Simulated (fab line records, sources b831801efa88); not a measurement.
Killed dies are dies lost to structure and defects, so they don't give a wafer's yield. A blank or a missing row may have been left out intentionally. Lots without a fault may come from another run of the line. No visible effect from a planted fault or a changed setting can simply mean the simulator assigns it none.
Comparing a struck lot with a sound one :: flow sfq-line :: 14 out of 325 route steps
Sound: the wafers L132.1, L132.2, L132.4. Struck: wafer L143.6. (L143.1, L143.3 of the same lot were not struck and are left out.) The cause comes at the end.
At each step with rows: each side's tool, then ch and its chambers, then its first start. Under that, the readings that differ: sound wafers :: struck wafers :: difference of the means :: sigmas: that difference in standard deviations of wafers without a fault.
alike: readings whose means differ by less than 2 such deviations, and words and numbers that are the same on both sides. not compared: withheld readings, readings that some wafer has no value for, bounds like >300 that may hide the same value, and numbers for which the record gives no deviation and whose values overlap.
Wherever a step has rows on one side only, a row that says differs or no value, or a row with sigmas, the two part there. Non-overlapping numbers with no deviation appear without sigmas and do not part them. A reading that every wafer of one side lacks parts them only if that side has two wafers or more.

first, 6 steps without rows for these wafers: SFQ_TRILAYER_M6_LITHO_COAT_164 (resist thk 62 nm); SFQ_TRILAYER_M6_LITHO_COAT_159 (resist thk 603.2 nm); SFQ_TRILAYER_M6_LITHO_SOFTBAKE_163; SFQ_TRILAYER_M6_LITHO_EXPOSE_160 (exposes mask M6, target cd 500 nm); SFQ_TRILAYER_M6_LITHO_PEB_162 (peb time 60 s); SFQ_TRILAYER_M6_LITHO_DEVELOP_161 (time 60 s).
SFQ_M6_OVL_MEAS_940:
  sound on overlay-02 at day 68 16:41; struck on overlay-02 at day 76 09:39
  alike: M6_OVL
SFQ_TRILAYER_M6_BARC_OPEN_METAL_ETCH_206: etches BARC in O2, target depth 125 nm, time 41.7 s.
  sound on rie-metal-02 ch 0,1, day 68 16:44; struck on rie-metal-03 ch 1, day 76 09:41
  alike: drypump-motor-current-A, oes-product-au
  not compared: rf-hours-counter-h
SFQ_TRILAYER_M6_ETCH_METAL_ETCH_162: etches Nb in Cl2/Ar, stops on SiO2, target depth 240 nm, time 120 s.
  sound on rie-metal-02 ch 0,1, day 68 16:47; struck on rie-metal-03 ch 1, day 76 09:45
  alike: drypump-motor-current-A, oes-product-au
  not compared: rf-hours-counter-h
SFQ_TRILAYER_M6_STRIP_STRIP_163: strips in O2.
  sound on rie-metal-02 ch 0,1, day 68 16:55; struck on rie-metal-03 ch 1, day 76 09:52
  alike: drypump-motor-current-A, oes-product-au
  not compared: rf-hours-counter-h
then, 1 step without rows for these wafers: SFQ_TRILAYER_M6_STRIP_SOLV_CLEAN_164 (cleans in NMP, time 600 s).
SFQ_TRILAYER_I6_DEP_PECVD_165: deposits SiO2 from SiH4/N2O, time 111.11 s, target thk 500 nm.
  sound on pecvd-02 ch 0,1, day 68 17:41; struck on pecvd-03 ch 1, day 76 10:39
reading: run-length-s (s)
sound: 139.3 139.1 139.2
struck: 150.9
difference: +11.7
sigmas: +23

reading: model.SiO2_of_TRILAYER_I6_DEP_PECVD_165.thk-nm (nm)
sound: 495.7 491.8 494.6
struck: 553.5
difference: +59.5
sigmas: 
  alike: heater-power-w, throttle-valve-pct
  not compared: since-wet-clean-h
SFQ_TRILAYER_I6_CMP_CMP_166: polishes SiO2.
  sound on cmp-02 ch 0,1,3, day 68 19:14; struck on cmp-02 ch 3, day 76 13:50
reading: time-to-endpoint-s (s)
sound: 211 206 212
struck: 254
difference: +44
sigmas: +7
  alike: motor-current-A
SFQ_I6_BOW_MEAS_941:
  sound on film-metro-03 at day 68 22:14; struck on film-metro-03 at day 76 14:20
reading: I6_BOW (um)
sound: -28 -22 -15
struck: 20
difference: +42
sigmas: +4

## WHERE THEY PART
First at SFQ_TRILAYER_I6_DEP_PECVD_165; last, within this record, at SFQ_I6_BOW_MEAS_941.

WHY: what had been put in by the simulator
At SFQ_TRILAYER_I6_DEP_PECVD_165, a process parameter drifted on pecvd-03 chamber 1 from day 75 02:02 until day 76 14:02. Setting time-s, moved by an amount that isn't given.
